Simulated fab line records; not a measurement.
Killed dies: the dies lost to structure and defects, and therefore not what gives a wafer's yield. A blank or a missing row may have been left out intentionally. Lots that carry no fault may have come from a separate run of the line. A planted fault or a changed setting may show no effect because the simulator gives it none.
The tool behind it: which one?	flow gf180mcu	Sampling: 6 lots, 18 wafers, 3 of 602 route steps

WHAT THE GAUGES SHOWED, per wafer
GF_M1_RS_MEAS_05: a four-point-probe measurement.
lot	measured	on	M1_ALCU_RS (ohm/sq)
L507	day 17 07:02	film_metro-01	0.0689 0.0694 0.0698
L513	day 19 09:28	film_metro-03	0.0698 0.0700 0.0693
L517	day 21 01:27	film_metro-01	0.0698 0.0700 0.0698
L520	day 22 03:16	film_metro-01	0.0691 0.0691 0.0690
L524	day 23 09:25	film_metro-01	0.0698 0.0704 0.0703
L526	day 23 18:25	film_metro-01	0.0701 0.0698 0.0705

EACH LOT AND THE TOOL THAT RAN IT (in order: tool; ch and the chambers of the sampled wafers; start)
lot	GF_CONTACT_CVD_02	GF_M1_SPUTTER_00
L507	pecvd-03 ch 1,2, day 16 06:16	pvd_sputter-02, day 17 06:46
L513	pecvd-01 ch 0,1, day 18 07:26	pvd_sputter-02, day 19 09:14
L517	pecvd-02 ch 1,2, day 20 00:07	pvd_sputter-01, day 21 01:14
L520	pecvd-02 ch 0,1,2, day 21 01:58	pvd_sputter-02, day 22 03:03
L524	pecvd-03 ch 0,2, day 22 06:52	pvd_sputter-02, day 23 09:11
L526	pecvd-03 ch 0,1,2, day 22 19:46	pvd_sputter-01, day 23 18:12
- GF_CONTACT_CVD_02: deposits SiO2 from TEOS, target thk 860 nm, time 95.992 s.
- GF_M1_SPUTTER_00: material Ti, target thk 37.5 nm, time 150 s.

THE ANSWER, worked out from the rows above alone
Rule: the lots themselves supply what counts as usual. The widest of any qualifying gaps counts: lots, ordered by their means at a reading, are off when they make up no more than a third of the lots, leave a main group of 4 or more, and stand apart from it by 3 or more times the standard deviation of that group's means. A main group is skipped when, at the precision printed for the reading in the tables above, its means are all equal. Also off: a lot with no number at a reading for which 4 or more lots have one. Where the step has rows for the other lots, those lots are counted as sound.
None of the lots is off at any reading shown; this tells nothing.

WHAT THE SIMULATOR PUT IN
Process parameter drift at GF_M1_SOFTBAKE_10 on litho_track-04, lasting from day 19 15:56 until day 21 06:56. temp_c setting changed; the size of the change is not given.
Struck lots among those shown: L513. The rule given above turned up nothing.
